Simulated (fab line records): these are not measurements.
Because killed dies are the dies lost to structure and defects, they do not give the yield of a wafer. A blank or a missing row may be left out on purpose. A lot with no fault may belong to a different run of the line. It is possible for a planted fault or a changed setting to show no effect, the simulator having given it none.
Matching of chambers || flow sky130 || SKY_METAL4_ETCH_17 on rieDiel-03 has 4 sister chambers
The step etches SiO2 in C4F8/O2/Ar, stops on TiN, time 3.9 s, target depth 15 nm. 8 wafers are shown with their chamber, then 8 later ones without.

## EACH WAFER AND ITS CHAMBER
{"wafer": "L923.2", "chamber": 1, "rfFwdPowerW (W)": 1456, "oesProductAu (a.u.)": 0.757}
{"wafer": "L924.2", "chamber": 2, "rfFwdPowerW (W)": 1479, "oesProductAu (a.u.)": 0.748}
{"wafer": "L924.3", "chamber": 1, "rfFwdPowerW (W)": 1465, "oesProductAu (a.u.)": 0.746}
{"wafer": "L925.1", "chamber": 2, "rfFwdPowerW (W)": 1474, "oesProductAu (a.u.)": 0.755}
{"wafer": "L925.6", "chamber": 3, "rfFwdPowerW (W)": 1476, "oesProductAu (a.u.)": 0.763}
{"wafer": "L929.4", "chamber": 3, "rfFwdPowerW (W)": 1472, "oesProductAu (a.u.)": 0.757}
{"wafer": "L929.5", "chamber": 0, "rfFwdPowerW (W)": 1459, "oesProductAu (a.u.)": 0.761}
{"wafer": "L933.1", "chamber": 0, "rfFwdPowerW (W)": 1466, "oesProductAu (a.u.)": 0.760}

## WAFERS WITH NO CHAMBER GIVEN
{"wafer": "L933.5", "rfFwdPowerW (W)": 1477, "oesProductAu (a.u.)": 0.758}
{"wafer": "L933.6", "rfFwdPowerW (W)": 1461, "oesProductAu (a.u.)": 0.764}
{"wafer": "L936.4", "rfFwdPowerW (W)": 1465, "oesProductAu (a.u.)": 0.754}
{"wafer": "L936.5", "rfFwdPowerW (W)": 1470, "oesProductAu (a.u.)": 0.756}
{"wafer": "L936.6", "rfFwdPowerW (W)": 1483, "oesProductAu (a.u.)": 0.762}
{"wafer": "L937.2", "rfFwdPowerW (W)": 1483, "oesProductAu (a.u.)": 0.761}
{"wafer": "L937.4", "rfFwdPowerW (W)": 1464, "oesProductAu (a.u.)": 0.763}
{"wafer": "L937.5", "rfFwdPowerW (W)": 1460, "oesProductAu (a.u.)": 0.766}

## EACH ONE'S CHAMBER
{"wafer": "L933.5", "from the rows above": "can't be placed: 3 or 2", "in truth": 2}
{"wafer": "L933.6", "from the rows above": "can't be placed: 0 or 1", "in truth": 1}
{"wafer": "L936.4", "from the rows above": "can't be placed: 1 or 0 or 3 or 2", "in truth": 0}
{"wafer": "L936.5", "from the rows above": "can't be placed: 3 or 2 or 0 or 1", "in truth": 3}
{"wafer": "L936.6", "from the rows above": "can't be placed: 3 or 2", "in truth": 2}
{"wafer": "L937.2", "from the rows above": "can't be placed: 3 or 2", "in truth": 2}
{"wafer": "L937.4", "from the rows above": "can't be placed: 0 or 3 or 1", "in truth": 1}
{"wafer": "L937.5", "from the rows above": "can't be placed: 0 or 1", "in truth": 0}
Placed correctly: 0 of 8. Can't be placed from these rows: 8 (the true chamber is among the candidates in 8). 0 placed wrongly.
How it was worked out, from the rows above alone: a wafer's distance from a chamber is the root of the sum, over the readings, of the square of ((its reading less the chamber's mean) divided by the reading's scatter). The wafer belongs to the nearest chamber; if the next one is less than 2 further off, it can't be placed. A chamber's mean is the mean of its shown wafers. The scatter is the square root of a quotient: the sum, over the shown wafers, of each reading's squared deviation from its chamber's mean, divided by wafers minus chambers.
